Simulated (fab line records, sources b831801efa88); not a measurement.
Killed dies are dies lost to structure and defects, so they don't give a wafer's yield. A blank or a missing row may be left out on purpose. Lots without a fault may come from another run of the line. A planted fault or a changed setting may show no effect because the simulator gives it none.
fab line records | flow gf180mcu
record lots=5 wafers=15 last_day=33
route steps=602 shown NSD@245 PSD@248 SAB@264 SALICIDE@278
lots that met no fault: from a run of the same line without faults
start_h: hours from the record's first day to the start of the lot's first wafer shown | wait_h: hours since the lot's step before | " the same as in the row above | L1.1+2: a row that stands for several wafers | - no value, or no start given | * or withheld: withheld | < > ~ a bound
route shown NAME@n: a module of which the file shows steps, and the number in the route of the first | usual: mean/standard deviation of fault-free wafers | same: alike in all rows | chamber/n: place in a boat | sites: the reading at each site | _std_site: their standard deviation | _edge_site: outer sites' mean less inner sites' | radius_mm: how far each site lies from the wafer's centre | mask NAME#n: copy n | behind: the tool/chamber that last shaped the wafer | hold: why the lot was held/for how many hours/how that ended | device: the transistor (n, p or np) that didn't switch | end of line: the same wafers' tests at the end of the route | a step without rows: its recipe alone | killed: dies lost to structure and defects at the first sort, not the wafer's yield | map: a wafer's dies, x killed, . not, _ none there
set.NAME: the setting as run; set.NAME@STEP: as run at that earlier step | model.NAME: the simulator's own value behind a step, which no gauge read
lots at some steps of the route; a table a step, a row a wafer
services: from which hour (start_h, from the record's first day; less than 0 if before it) a tool's chamber was out of use, for how many hours, and why
## steps
# step GF_NSD_IMPLANT_10
# recipe species=P energy_kev=40 dose_cm2=5e+14 tilt_deg=7
# columns lot.wafer tool chamber start_h wait_h
L077.2+3+4 implanter-01 0 316.74 0.1
L083.1+2+3 implanter-01 0 373.71 0.1
L086.1+2+4 implanter-04 0 389.66 0.1
L088.2+4+6 implanter-04 0 410.99 0.1
L094.1+5+6 implanter-04 0 452.46 0.1
# step GF_NSD_STRIP_11
# recipe chemistry=O2/N2 power_w=1400 pressure_mtorr=1500 platen_temp_c=250 o2_flow_sccm=3000 n2_flow_sccm=300 overash_fraction=0.5
# usual drypump_motor_current_A=6.0/0.32 heater_power_w=332/18 oes_product_au=0.487/0.0044 strip_time_to_endpoint_s=22.98/0.039
# columns lot.wafer tool chamber start_h wait_h drypump_motor_current_A heater_power_w oes_product_au rf_hours_counter_h strip_time_to_endpoint_s
L077.2 plasma_asher-03 0 316.86 0.1 5.8 329 0.487 56 22.98
L077.3 " 1 " " 6.4 323 0.487 - 23.04
L077.4 " 0 " " 5.8 343 0.484 - 23.02
L083.1 plasma_asher-03 0 373.86 0.1 5.8 343 0.486 62 22.96
L083.2 " 1 " " 6.4 324 0.482 62 22.90
L083.3 " 1 " " 6.4 326 0.482 - 22.96
L086.1 plasma_asher-04 1 389.81 0.1 6.3 394 0.490 76 22.98
L086.2 " 0 " " 5.5 312 0.481 76 22.96
L086.4 " 1 " " 6.3 388 0.489 - 22.96
L088.2 plasma_asher-02 0 411.11 0.1 5.6 327 0.497 70 23.00
L088.4 " 0 " " 5.6 335 0.490 - 23.01
L088.6 " 1 " " 6.0 326 0.485 - 22.99
L094.1 plasma_asher-02 1 452.61 0.1 6.0 318 0.492 75 23.03
L094.5 " 0 " " 5.6 344 0.490 - 23.02
L094.6 " 1 " " 6.0 316 0.493 - 22.99
# step GF_NSD_TW_MEAS_12
# usual NSD_TW=4243/37
# columns lot.wafer tool chamber start_h wait_h NSD_TW
L077.2 film_metro-03 - 316.97 0.1 4299
L077.3 " - " " 4307
L077.4 " - " " 4302
L083.1 film_metro-01 - 373.96 0.1 4226
L083.2 " - " " 4225
L083.3 " - " " 4232
L086.1 film_metro-01 - 389.91 0.1 4248
L086.2 " - " " 4257
L086.4 " - " " 4222
L088.2 film_metro-01 - 411.22 0.1 4253
L088.4 " - " " 4225
L088.6 " - " " 4265
L094.1 film_metro-03 - 452.71 0.1 4255
L094.5 " - " " 4276
L094.6 " - " " 4254
# step GF_PSD_DEHYDRATE_00
# recipe temp_c=200 time_s=60
# columns lot.wafer tool chamber start_h wait_h
L077.2+3+4 litho_track-01 0 326.14 9.2
L083.1+2+3 litho_track-01 0 384.96 11.0
L086.1+2+4 litho_track-03 0 400.80 10.9
L088.2+4+6 litho_track-03 0 422.38 11.1
L094.1+5+6 litho_track-01 0 464.61 11.9
# step GF_PSD_HMDS_01
# recipe prime_time_s=60 prime_temp_c=120
# columns lot.wafer tool chamber start_h wait_h
L077.2+3+4 litho_track-01 0 326.29 0.1
L083.1+2+3 litho_track-01 0 385.11 0.1
L086.1+2+4 litho_track-03 0 400.95 0.1
L088.2+4+6 litho_track-03 0 422.53 0.1
L094.1+5+6 litho_track-01 0 464.76 0.1
# step GF_PSD_COAT_02
# recipe resist=NOVOLAK spin_rpm=3000 resist_thk_nm=1000
# usual spin_speed_rpm=3000.6/2.3
# columns lot.wafer tool chamber start_h wait_h spin_speed_rpm
L077.2 litho_track-01 0 326.44 0.1 3000.9
L077.3 " 0 " " 3001.2
L077.4 " 0 " " 3002.0
L083.1 litho_track-01 0 385.26 0.1 3000.1
L083.2 " 0 " " 2999.9
L083.3 " 0 " " 3001.0
L086.1 litho_track-03 0 401.10 0.1 3002.5
L086.2 " 0 " " 3001.2
L086.4 " 0 " " 2998.9
L088.2 litho_track-03 0 422.68 0.1 3003.6
L088.4 " 0 " " 3001.3
L088.6 " 0 " " 2997.5
L094.1 litho_track-01 0 464.91 0.1 3001.3
L094.5 " 0 " " 3000.1
L094.6 " 0 " " 3001.3
# step GF_PSD_SOFTBAKE_03
# recipe temp_c=90 time_s=61.52 resist=NOVOLAK
# usual plate_sensor_t_centre_C=90.757/0.011 plate_sensor_t_edge_C=90.829/0.01
# columns lot.wafer tool chamber start_h wait_h plate_sensor_t_centre_C plate_sensor_t_edge_C
L077.2 litho_track-01 0 326.59 0.1 90.752 90.822
L077.3 " 0 " " 90.759 90.837
L077.4 " 0 " " 90.742 90.817
L083.1 litho_track-01 0 385.41 0.1 90.767 90.832
L083.2 " 0 " " 90.760 90.843
L083.3 " 0 " " 90.771 90.831
L086.1 litho_track-03 0 401.25 0.1 90.776 90.815
L086.2 " 0 " " 90.753 90.831
L086.4 " 0 " " 90.758 90.802
L088.2 litho_track-03 0 422.83 0.1 90.756 90.827
L088.4 " 0 " " 90.740 90.824
L088.6 " 0 " " 90.755 90.841
L094.1 litho_track-01 0 465.06 0.1 90.772 90.827
L094.5 " 0 " " 90.755 90.836
L094.6 " 0 " " 90.766 90.842
# step GF_PSD_EXPOSE_04
# recipe mask_id=Pplus target_cd_nm=400 na=0.6 source_shape=conventional sigma_outer=0.6 dose_mj=140
# usual exposure_dose_mJ_cm2=139.88/0.14
# same na=0.6
# columns lot.wafer tool chamber start_h wait_h mask exposure_dose_mJ_cm2
L077.2 iline_stepper-02 0 - - Pplus#0 139.99
L077.3 " 0 " " Pplus#0 139.88
L077.4 " 0 " " Pplus#0 140.10
L083.1 iline_stepper-02 0 - - Pplus#0 139.81
L083.2 " 0 " " Pplus#0 140.14
L083.3 " 0 " " Pplus#0 139.91
L086.1 iline_stepper-01 0 - - Pplus#0 139.81
L086.2 " 0 " " Pplus#0 139.67
L086.4 " 0 " " Pplus#0 139.81
L088.2 iline_stepper-02 0 - - Pplus#0 139.92
L088.4 " 0 " " Pplus#0 139.80
L088.6 " 0 " " Pplus#0 139.95
L094.1 iline_stepper-02 0 - - Pplus#0 140.02
L094.5 " 0 " " Pplus#0 139.97
L094.6 " 0 " " Pplus#0 139.99
# step GF_PSD_PEB_05
# recipe temp_c=withheld time_s=* resist=NOVOLAK
# columns lot.wafer tool chamber start_h wait_h
L077.2+3+4 litho_track-04 0 - -
L083.1+2+3 litho_track-01 0 - -
L086.1+2+4 litho_track-04 0 - -
L088.2+4+6 litho_track-03 0 - -
L094.1+5+6 litho_track-01 0 - -
# step GF_PSD_DEVELOP_06
# recipe develop_time_s=60 dev_temp_c=23
# columns lot.wafer tool chamber start_h wait_h
L077.2+3+4 litho_track-04 0 337.43 0.1
L083.1+2+3 litho_track-01 0 396.46 0.1
L086.1+2+4 litho_track-04 0 413.00 0.1
L088.2+4+6 litho_track-03 0 434.93 0.1
L094.1+5+6 litho_track-01 0 476.36 0.1
# step GF_PSD_CD_MEAS_07
# recipe target_cd_nm=400
# usual cd_nm=400.3/2.4
# columns lot.wafer tool chamber start_h wait_h cd_nm
L077.2 cd_sem-01 - 337.58 0.1 401.9
L077.3 " - " " 398.5
L077.4 " - " " 397.8
L083.1 cd_sem-02 - 396.61 0.1 398.6
L083.2 " - " " 399.6
L083.3 " - " " 400.9
L086.1 cd_sem-01 - 413.15 0.1 404.3
L086.2 " - " " 401.5
L086.4 " - " " 402.7
L088.2 cd_sem-01 - 435.07 0.1 400.6
L088.4 " - " " 399.1
L088.6 " - " " 398.5
L094.1 cd_sem-01 - 476.51 0.1 397.6
L094.5 " - " " 398.7
L094.6 " - " " 399.4
# step GF_PSD_OVL_MEAS_08
# usual PSD_OVL=-0.6/1.5
# columns lot.wafer tool chamber start_h wait_h PSD_OVL[nm]
L077.2 overlay-01 - 337.68 0.1 -1.3
L077.3 " - " " -1.3
L077.4 " - " " -2.0
L083.1 overlay-02 - 396.73 0.1 2.0
L083.2 " - " " -0.9
L083.3 " - " " -1.9
L086.1 overlay-02 - 413.27 0.1 0.8
L086.2 " - " " -0.3
L086.4 " - " " -0.3
L088.2 overlay-01 - 435.18 0.1 -1.3
L088.4 " - " " 0.2
L088.6 " - " " -1.0
L094.1 overlay-01 - 476.63 0.1 -2.2
L094.5 " - " " 0.0
L094.6 " - " " -0.6
# step GF_PSD_IMPLANT_09
# recipe species=BF2 energy_kev=40 dose_cm2=1.5e+15 tilt_deg=7
# columns lot.wafer tool chamber start_h wait_h
L077.2+3+4 implanter-04 0 337.74 0.0
L083.1+2+3 implanter-03 0 396.77 0.0
L086.1+2+4 implanter-04 0 413.31 0.0
L088.2+4+6 implanter-04 0 435.24 0.0
L094.1+5+6 implanter-02 0 476.66 0.0
# step GF_PSD_STRIP_10
# recipe chemistry=O2/N2 power_w=1400 pressure_mtorr=1500 platen_temp_c=250 o2_flow_sccm=3000 n2_flow_sccm=300 overash_fraction=0.5
# usual drypump_motor_current_A=5.9/0.36 heater_power_w=336/28 oes_product_au=0.592/0.0051 strip_time_to_endpoint_s=16.517/0.029
# columns lot.wafer tool chamber start_h wait_h drypump_motor_current_A heater_power_w oes_product_au rf_hours_counter_h strip_time_to_endpoint_s
L077.2 plasma_asher-03 1 337.86 0.1 6.4 323 0.594 58 16.514
L077.3 " 1 " " 6.4 326 0.598 - 16.504
L077.4 " 0 " " 5.8 334 0.595 - 16.517
L083.1 plasma_asher-01 1 396.92 0.1 6.0 292 0.594 26 16.513
L083.2 " 0 " " 5.4 357 0.582 26 16.504
L083.3 " 1 " " 6.0 306 0.593 - 16.476
L086.1 plasma_asher-04 0 413.46 0.1 5.5 309 0.579 79 16.560
L086.2 " 1 " " 6.3 394 0.593 79 16.583
L086.4 " 1 " " 6.3 386 0.592 - 16.589
L088.2 plasma_asher-03 1 435.36 0.1 6.4 335 0.588 67 16.491
L088.4 " 1 " " 6.4 328 0.590 - 16.495
L088.6 " 1 " " 6.4 325 0.588 - 16.480
L094.1 plasma_asher-03 1 476.81 0.1 6.4 326 0.588 72 16.530
L094.5 " 0 " " 5.8 334 0.596 - 16.533
L094.6 " 1 " " 6.4 321 0.578 - 16.539
# step GF_PSD_TW_MEAS_11
# usual PSD_TW=3181/29
# columns lot.wafer tool chamber start_h wait_h PSD_TW
L077.2 film_metro-01 - 337.97 0.1 3159
L077.3 " - " " 3161
L077.4 " - " " 3162
L083.1 film_metro-01 - 397.02 0.1 3182
L083.2 " - " " 3170
L083.3 " - " " 3163
L086.1 film_metro-01 - 413.56 0.1 3191
L086.2 " - " " 3188
L086.4 " - " " 3213
L088.2 film_metro-01 - 435.47 0.1 3166
L088.4 " - " " 3164
L088.6 " - " " 3197
L094.1 film_metro-04 - 476.91 0.1 3142
L094.5 " - " " 3132
L094.6 " - " " 3150
# step GF_PSD_CLEAN_12
# recipe chemistry=SC1/SC2 mix=1:4:20 temp_c=70 time_s=150 dry=n2_spin
# usual temp_c=70.03/0.12
# columns lot.wafer tool chamber start_h wait_h temp_c
L077.2 wet_bench-04 1 338.02 0.0 69.98
L077.3 " 1 " " 70.10
L077.4 " 1 " " 69.95
L083.1 wet_bench-02 0 397.08 0.1 70.18
L083.2 " 0 " " 70.03
L083.3 " 0 " " 70.22
L086.1 wet_bench-02 2 413.62 0.1 69.98
L086.2 " 2 " " 70.12
L086.4 " 2 " " 70.08
L088.2 wet_bench-02 2 435.52 0.0 69.93
L088.4 " 2 " " 69.90
L088.6 " 2 " " 70.06
L094.1 wet_bench-02 1 476.97 0.1 70.04
L094.5 " 1 " " 69.96
L094.6 " 1 " " 70.04
# step GF_PSD_RTA_13
# recipe temp_c=1025 time_s=20 ambient=N2
# usual lamp_power_pct=34.1/0.46 wafer_temp_C_max=1028.5/0.99
# columns lot.wafer tool chamber start_h wait_h lamp_power_pct wafer_temp_C_max
L077.2 rtp_anneal-01 0 338.09 0.0 33.7 1028.8
L077.3 " 0 " " 33.7 1030.0
L077.4 " 0 " " 33.7 1028.3
L083.1 rtp_anneal-01 0 397.14 0.0 33.7 1030.1
L083.2 " 0 " " 33.7 1029.6
L083.3 " 0 " " 33.7 1030.3
L086.1 rtp_anneal-02 0 413.67 0.0 34.6 1028.0
L086.2 " 0 " " 34.6 1028.4
L086.4 " 0 " " 34.6 1028.4
L088.2 rtp_anneal-02 0 435.58 0.0 34.6 1027.7
L088.4 " 0 " " 34.7 1027.7
L088.6 " 0 " " 34.6 1028.3
L094.1 rtp_anneal-01 0 477.02 0.0 33.7 1028.7
L094.5 " 0 " " 33.7 1028.5
L094.6 " 0 " " 33.7 1028.1
# step GF_PSD_RS_MEAS_14
# recipe thk_meas_gauge=four-point-probe
# usual NSD_RS=46.19/0.086
# columns lot.wafer tool chamber start_h wait_h NSD_RS[ohm/sq]
L077.2 film_metro-01 - 338.17 0.1 46.28
L077.3 " - " " 46.24
L077.4 " - " " 46.17
L083.1 film_metro-03 - 397.22 0.1 46.18
L083.2 " - " " 46.19
L083.3 " - " " 46.32
L086.1 film_metro-01 - 413.76 0.1 46.31
L086.2 " - " " 46.37
L086.4 " - " " 46.35
L088.2 film_metro-04 - 435.67 0.1 46.39
L088.4 " - " " 46.45
L088.6 " - " " 46.35
L094.1 film_metro-03 - 477.11 0.1 46.11
L094.5 " - " " 46.08
L094.6 " - " " 46.19
# step GF_PSD_RS_MEAS_15
# recipe thk_meas_gauge=four-point-probe
# usual PSD_RS=108.76/0.3
# columns lot.wafer tool chamber start_h wait_h PSD_RS[ohm/sq]
L077.2 film_metro-01 - 338.29 0.1 109.01
L077.3 " - " " 109.06
L077.4 " - " " 108.51
L083.1 film_metro-03 - 397.34 0.1 108.87
L083.2 " - " " 108.62
L083.3 " - " " 109.24
L086.1 film_metro-01 - 413.88 0.1 108.72
L086.2 " - " " 109.04
L086.4 " - " " 109.07
L088.2 film_metro-04 - 435.79 0.1 109.40
L088.4 " - " " 109.22
L088.6 " - " " 109.64
L094.1 film_metro-03 - 477.23 0.1 108.56
L094.5 " - " " 108.18
L094.6 " - " " 108.77
# step GF_SAB_CVD_00
# recipe material=SiO2 target_thk_nm=50 precursor=TEOS temp_c=400 time_s=4.9302 rf_w=600
# usual heater_power_w=698/81
# columns lot.wafer tool chamber start_h wait_h heater_power_w since_wet_clean_h
L077.2 pecvd-04 1 338.39 0.1 621 372
L077.3 " 2 " " 676 372
L077.4 " 1 " " 607 -
L083.1 pecvd-01 1 397.46 0.1 593 639
L083.2 " 0 " " 801 639
L083.3 " 2 " " 791 639
L086.1 pecvd-03 1 414.00 0.1 812 239
L086.2 " 0 " " 640 239
L086.4 " 0 " " 633 -
L088.2 pecvd-04 1 435.89 0.1 675 470
L088.4 " 2 " " 644 -
L088.6 " 1 " " 693 -
L094.1 pecvd-03 1 477.35 0.1 782 303
L094.5 " 0 " " 604 -
L094.6 " 2 " " 767 -
# step GF_SAB_THK_MEAS_01
# recipe reads=SiO2_of_SAB_CVD_00
# usual SAB_CVD_00_THK=49.8/0.6
# columns lot.wafer tool chamber start_h wait_h SAB_CVD_00_THK[nm]
L077.2 film_metro-04 - 338.42 0.0 49.1
L077.3 " - " " 49.5
L077.4 " - " " 50.2
L083.1 film_metro-01 - 397.48 0.0 49.7
L083.2 " - " " 50.0
L083.3 " - " " 49.6
L086.1 film_metro-02 - 414.02 0.0 48.6
L086.2 " - " " 49.2
L086.4 " - " " 50.1
L088.2 film_metro-01 - 435.92 0.0 49.9
L088.4 " - " " 50.5
L088.6 " - " " 50.3
L094.1 film_metro-01 - 477.37 0.0 48.2
L094.5 " - " " 48.9
L094.6 " - " " 49.6
# step GF_SAB_DEHYDRATE_02
# recipe temp_c=200 time_s=60
# columns lot.wafer tool chamber start_h wait_h
L077.2+3+4 litho_track-03 0 348.08 9.6
L083.1+2+3 litho_track-02 0 408.55 11.1
L086.1+2+4 litho_track-03 0 424.20 10.2
L088.2+4+6 litho_track-02 0 447.48 11.5
L094.1+5+6 litho_track-02 0 488.75 11.4
# step GF_SAB_HMDS_03
# recipe prime_time_s=60 prime_temp_c=120
# columns lot.wafer tool chamber start_h wait_h
L077.2+3+4 litho_track-03 0 348.23 0.1
L083.1+2+3 litho_track-02 0 408.70 0.1
L086.1+2+4 litho_track-03 0 424.35 0.1
L088.2+4+6 litho_track-02 0 447.63 0.1
L094.1+5+6 litho_track-02 0 488.90 0.1
# step GF_SAB_COAT_04
# recipe resist=NOVOLAK spin_rpm=3000 resist_thk_nm=1000
# usual spin_speed_rpm=3000.0/1.8
# columns lot.wafer tool chamber start_h wait_h spin_speed_rpm
L077.2 litho_track-03 0 348.38 0.1 2999.4
L077.3 " 0 " " 2997.3
L077.4 " 0 " " 2998.8
L083.1 litho_track-02 0 408.85 0.1 2996.7
L083.2 " 0 " " 3002.0
L083.3 " 0 " " 3001.7
L086.1 litho_track-03 0 424.50 0.1 2999.3
L086.2 " 0 " " 3000.0
L086.4 " 0 " " 2997.4
L088.2 litho_track-02 0 447.78 0.1 2998.3
L088.4 " 0 " " 2999.1
L088.6 " 0 " " 2998.6
L094.1 litho_track-02 0 489.05 0.1 3002.8
L094.5 " 0 " " 2998.2
L094.6 " 0 " " 2997.7
# step GF_SAB_SOFTBAKE_05
# recipe temp_c=90 time_s=60 resist=NOVOLAK
# columns lot.wafer tool chamber start_h wait_h
L077.2+3+4 litho_track-03 0 348.53 0.1
L083.1+2+3 litho_track-02 0 409.00 0.1
L086.1+2+4 litho_track-03 0 424.65 0.1
L088.2+4+6 litho_track-02 0 447.93 0.1
L094.1+5+6 litho_track-02 0 489.20 0.1
# step GF_SAB_EXPOSE_06
# recipe mask_id=SAB target_cd_nm=420 na=0.6 source_shape=conventional sigma_outer=0.6 dose_mj=140
# usual exposure_dose_mJ_cm2=139.90/0.14
# same na=0.6
# columns lot.wafer tool chamber start_h wait_h mask exposure_dose_mJ_cm2
L077.2 iline_stepper-02 0 - - SAB#0 140.01
L077.3 " 0 " " SAB#0 140.19
L077.4 " 0 " " SAB#0 140.14
L083.1 iline_stepper-01 0 - - SAB#0 140.01
L083.2 " 0 " " SAB#0 139.92
L083.3 " 0 " " SAB#0 140.10
L086.1 iline_stepper-01 0 - - SAB#0 139.84
L086.2 " 0 " " SAB#0 139.80
L086.4 " 0 " " SAB#0 139.79
L088.2 iline_stepper-01 0 - - SAB#0 139.92
L088.4 " 0 " " SAB#0 139.92
L088.6 " 0 " " SAB#0 139.81
L094.1 iline_stepper-01 0 - - SAB#0 139.97
L094.5 " 0 " " SAB#0 139.85
L094.6 " 0 " " SAB#0 139.85
# step GF_SAB_PEB_07
# recipe temp_c=withheld time_s=* resist=NOVOLAK
# columns lot.wafer tool chamber start_h wait_h
L077.2+3+4 litho_track-03 0 - -
L083.1+2+3 litho_track-02 0 - -
L086.1+2+4 litho_track-03 0 - -
L088.2+4+6 litho_track-02 0 - -
L094.1+5+6 litho_track-02 0 - -
# step GF_SAB_DEVELOP_08
# recipe develop_time_s=60 dev_temp_c=23
# columns lot.wafer tool chamber start_h wait_h
L077.2+3+4 litho_track-03 0 359.93 0.1
L083.1+2+3 litho_track-02 0 420.40 0.1
L086.1+2+4 litho_track-03 0 436.80 0.1
L088.2+4+6 litho_track-02 0 460.13 0.1
L094.1+5+6 litho_track-02 0 500.30 0.1
# step GF_SAB_CD_MEAS_09
# recipe target_cd_nm=420
# usual cd_nm=419.7/2
# columns lot.wafer tool chamber start_h wait_h cd_nm
L077.2 cd_sem-01 - 360.08 0.1 420.9
L077.3 " - " " 422.4
L077.4 " - " " 421.4
L083.1 cd_sem-01 - 420.55 0.1 415.7
L083.2 " - " " 419.5
L083.3 " - " " 419.2
L086.1 cd_sem-01 - 436.95 0.1 420.2
L086.2 " - " " 421.1
L086.4 " - " " 419.4
L088.2 cd_sem-02 - 460.27 0.1 417.1
L088.4 " - " " 421.6
L088.6 " - " " 419.3
L094.1 cd_sem-02 - 500.45 0.1 420.5
L094.5 " - " " 418.3
L094.6 " - " " 418.5
# step GF_SAB_OVL_MEAS_10
# usual SAB_OVL=0.6/1.5
# columns lot.wafer tool chamber start_h wait_h SAB_OVL[nm]
L077.2 overlay-02 - 360.18 0.1 0.2
L077.3 " - " " 0.5
L077.4 " - " " 0.4
L083.1 overlay-01 - 420.67 0.1 -1.1
L083.2 " - " " 1.2
L083.3 " - " " 0.2
L086.1 overlay-01 - 437.07 0.1 2.6
L086.2 " - " " 1.1
L086.4 " - " " 3.1
L088.2 overlay-02 - 460.38 0.1 0.7
L088.4 " - " " 0.4
L088.6 " - " " -1.8
L094.1 overlay-02 - 500.57 0.1 1.8
L094.5 " - " " 0.0
L094.6 " - " " -0.2
# step GF_SAB_ETCH_11
# recipe chemistry=C4F8/O2/Ar mask_material=NOVOLAK target=SiO2 target_depth_nm=55 source_w=1500 bias_w=1200 pressure_mtorr=40 c4f8_flow_sccm=withheld O2_flow_sccm=6 Ar_flow_sccm=300 time_s=8.5
# usual bias_w=1199/3.4 oes_product_au=1.000/0.0089
# columns lot.wafer tool chamber start_h wait_h bias_w oes_product_au rf_hours_counter_h
L077.2 rie_diel-03 2 360.21 0.0 1200 1.008 94
L077.3 " 3 " " 1200 1.013 86
L077.4 " 1 " " 1197 1.001 12
L083.1 rie_diel-03 3 420.71 0.0 1205 1.003 88
L083.2 " 1 " " 1197 0.998 14
L083.3 " 0 " " 1200 1.007 86
L086.1 rie_diel-01 1 437.11 0.0 1186 0.996 34
L086.2 " 0 " " 1201 1.011 10
L086.4 " 3 " " 1201 1.012 57
L088.2 rie_diel-03 3 460.41 0.0 1199 1.008 89
L088.4 " 0 " " 1197 1.008 86
L088.6 " 2 " " 1195 1.003 -
L094.1 rie_diel-04 1 500.61 0.0 1196 0.982 10
L094.5 " 3 " " 1203 1.000 -
L094.6 " 2 " " 1199 0.991 -
# step GF_SAB_WET_ETCH_12
# recipe chemistry=dHF target_depth_nm=22 dry=n2_spin target=SiO2 temp_c=25 dilution=100:1 time_s=440
# usual temp_c=25.01/0.097
# columns lot.wafer tool chamber start_h wait_h temp_c
L077.2 wet_bench-02 1 360.23 0.0 24.82
L077.3 " 1 " " 24.86
L077.4 " 1 " " 24.88
L083.1 wet_bench-04 1 420.73 0.0 24.88
L083.2 " 1 " " 25.08
L083.3 " 1 " " 25.08
L086.1 wet_bench-02 3 437.13 0.0 24.93
L086.2 " 3 " " 24.92
L086.4 " 3 " " 24.98
L088.2 wet_bench-01 2 460.43 0.0 25.00
L088.4 " 2 " " 25.06
L088.6 " 2 " " 24.90
L094.1 wet_bench-04 0 500.63 0.0 25.16
L094.5 " 0 " " 25.26
L094.6 " 0 " " 25.13
# step GF_SAB_STRIP_13
# recipe chemistry=O2/N2 power_w=1400 pressure_mtorr=1500 platen_temp_c=250 o2_flow_sccm=3000 n2_flow_sccm=300 overash_fraction=0.5
# usual drypump_motor_current_A=5.9/0.31 heater_power_w=331/21 oes_product_au=0.709/0.0047 strip_time_to_endpoint_s=12.61/0.04
# columns lot.wafer tool chamber start_h wait_h drypump_motor_current_A heater_power_w oes_product_au rf_hours_counter_h strip_time_to_endpoint_s
L077.2 plasma_asher-01 0 360.36 0.0 5.4 371 0.713 24 12.71
L077.3 " 1 " " 6.0 300 0.714 - 12.70
L077.4 " 0 " " 5.4 358 0.709 - 12.70
L083.1 plasma_asher-01 1 420.86 0.0 6.0 305 0.713 29 12.57
L083.2 " 0 " " 5.4 375 0.704 29 12.55
L083.3 " 0 " " 5.4 371 0.714 - 12.57
L086.1 plasma_asher-01 0 437.26 0.0 5.4 379 0.709 31 12.57
L086.2 " 1 " " 6.0 297 0.711 31 12.58
L086.4 " 1 " " 6.0 310 0.706 - 12.58
L088.2 plasma_asher-03 1 460.56 0.0 6.4 329 0.714 70 12.58
L088.4 " 0 " " 5.8 321 0.706 - 12.66
L088.6 " 0 " " 5.8 334 0.704 - 12.62
L094.1 plasma_asher-02 0 500.77 0.0 5.6 335 0.706 81 12.59
L094.5 " 1 " " 6.0 322 0.707 - 12.55
L094.6 " 0 " " 5.6 335 0.721 - 12.56
# step GF_SALICIDE_CLEAN_00
# recipe chemistry=SC1/SC2 mix=1:4:20 temp_c=70 time_s=150
# usual temp_c=70.01/0.11
# columns lot.wafer tool chamber start_h wait_h temp_c
L077.2 wet_bench-03 3 360.46 0.1 70.05
L077.3 " 3 " " 69.89
L077.4 " 3 " " 69.98
L083.1 wet_bench-01 0 420.96 0.1 70.03
L083.2 " 0 " " 69.78
L083.3 " 0 " " 69.82
L086.1 wet_bench-04 1 437.36 0.1 69.95
L086.2 " 1 " " 70.05
L086.4 " 1 " " 70.07
L088.2 wet_bench-03 3 460.66 0.1 70.01
L088.4 " 3 " " 70.01
L088.6 " 3 " " 70.18
L094.1 wet_bench-03 1 500.87 0.1 69.86
L094.5 " 1 " " 69.88
L094.6 " 1 " " 70.01
# step GF_SALICIDE_WET_ETCH_01
# recipe chemistry=dHF target_depth_nm=5 dry=ipa_marangoni target=SiO2 temp_c=25 dilution=100:1 time_s=100
# usual temp_c=25.01/0.12
# columns lot.wafer tool chamber start_h wait_h temp_c
L077.2 wet_bench-04 3 360.51 0.0 24.73
L077.3 " 3 " " 24.86
L077.4 " 3 " " 24.80
L083.1 wet_bench-04 3 421.02 0.0 25.09
L083.2 " 3 " " 25.10
L083.3 " 3 " " 25.06
L086.1 wet_bench-01 2 437.41 0.0 25.24
L086.2 " 2 " " 25.01
L086.4 " 2 " " 25.24
L088.2 wet_bench-01 3 460.76 0.0 25.01
L088.4 " 3 " " 25.04
L088.6 " 3 " " 25.08
L094.1 wet_bench-04 1 500.93 0.0 24.81
L094.5 " 1 " " 25.05
L094.6 " 1 " " 24.92
# step GF_SALICIDE_SPUTTER_02
# recipe material=Co target_thk_nm=10 power_w=1000 time_s=20 chamber_pressure_pa=0.4
# usual throttle_valve_pct=30.0/0.92
# columns lot.wafer tool chamber start_h wait_h throttle_valve_pct
L077.2 pvd_sputter-01 - 360.55 0.0 31.4
L077.3 " - " " 29.9
L077.4 " - " " 29.6
L083.1 pvd_sputter-01 - 421.05 0.0 29.8
L083.2 " - " " 30.1
L083.3 " - " " 29.9
L086.1 pvd_sputter-04 - 437.45 0.0 30.9
L086.2 " - " " 28.5
L086.4 " - " " 29.7
L088.2 pvd_sputter-01 - 460.80 0.0 29.7
L088.4 " - " " 31.3
L088.6 " - " " 29.8
L094.1 pvd_sputter-02 - 500.97 0.0 30.2
L094.5 " - " " 30.2
L094.6 " - " " 29.5
# step GF_SALICIDE_SPUTTER_03
# recipe material=TiN target_thk_nm=20 power_w=6500 time_s=16.3 chamber_pressure_pa=0.4
# usual throttle_valve_pct=30.0/0.95
# columns lot.wafer tool chamber start_h wait_h throttle_valve_pct
L077.2 pvd_sputter-01 - 360.58 0.0 31.5
L077.3 " - " " 29.9
L077.4 " - " " 29.6
L083.1 pvd_sputter-01 - 421.08 0.0 29.7
L083.2 " - " " 29.7
L083.3 " - " " 29.7
L086.1 pvd_sputter-04 - 437.48 0.0 31.0
L086.2 " - " " 28.5
L086.4 " - " " 29.4
L088.2 pvd_sputter-01 - 460.83 0.0 30.0
L088.4 " - " " 31.5
L088.6 " - " " 29.9
L094.1 pvd_sputter-02 - 500.99 0.0 30.2
L094.5 " - " " 30.4
L094.6 " - " " 29.5
# step GF_SALICIDE_RS_MEAS_04
# recipe thk_meas_gauge=four-point-probe reads=TiN_of_SALICIDE_SPUTTER_03+Co_of_SALICIDE_SPUTTER_02
# usual SALICIDE_TIN_RS=16.36/0.24
# columns lot.wafer tool chamber start_h wait_h SALICIDE_TIN_RS[ohm/sq]
L077.2 film_metro-02 - 360.62 0.0 16.73
L077.3 " - " " 16.32
L077.4 " - " " 16.37
L083.1 film_metro-01 - 421.11 0.0 16.44
L083.2 " - " " 16.24
L083.3 " - " " 16.16
L086.1 film_metro-01 - 437.50 0.0 16.17
L086.2 " - " " 16.28
L086.4 " - " " 16.47
L088.2 film_metro-01 - 460.87 0.0 16.25
L088.4 " - " " 16.55
L088.6 " - " " 16.06
L094.1 film_metro-02 - 501.02 0.0 16.57
L094.5 " - " " 16.37
L094.6 " - " " 16.74
## services
# columns tool chamber start_h hours kind
iline_stepper-01 - 293.76 2.1 pm
rie_diel-03 - 297.77 1.2 repair
rie_diel-03 2 308.82 5.4 repair
implanter-04 - 327.07 2.8 repair
rie_diel-03 2 336.42 5.9 repair
plasma_asher-02 - 353.05 1.7 repair
wet_bench-02 - 357.05 2.4 repair
rie_diel-03 3 366.17 10.6 repair
implanter-04 - 381.08 1.9 repair
plasma_asher-01 - 384.65 11.0 repair
plasma_asher-03 - 387.22 12.6 repair
pvd_sputter-01 - 388.70 4.6 repair
implanter-04 - 393.54 9.0 pm
iline_stepper-02 - 402.82 1.7 pm
pvd_sputter-01 - 424.91 6.7 repair
rie_diel-03 1 430.64 6.6 repair
iline_stepper-02 - 432.76 4.4 pm
pvd_sputter-01 - 443.66 4.0 repair
implanter-04 - 450.85 0.6 repair
implanter-04 - 466.64 0.7 repair
iline_stepper-01 - 467.70 1.7 pm
plasma_asher-01 - 474.15 8.0 pm
plasma_asher-03 - 479.13 19.4 repair
iline_stepper-02 - 483.16 12.0 repair
## key
fault none
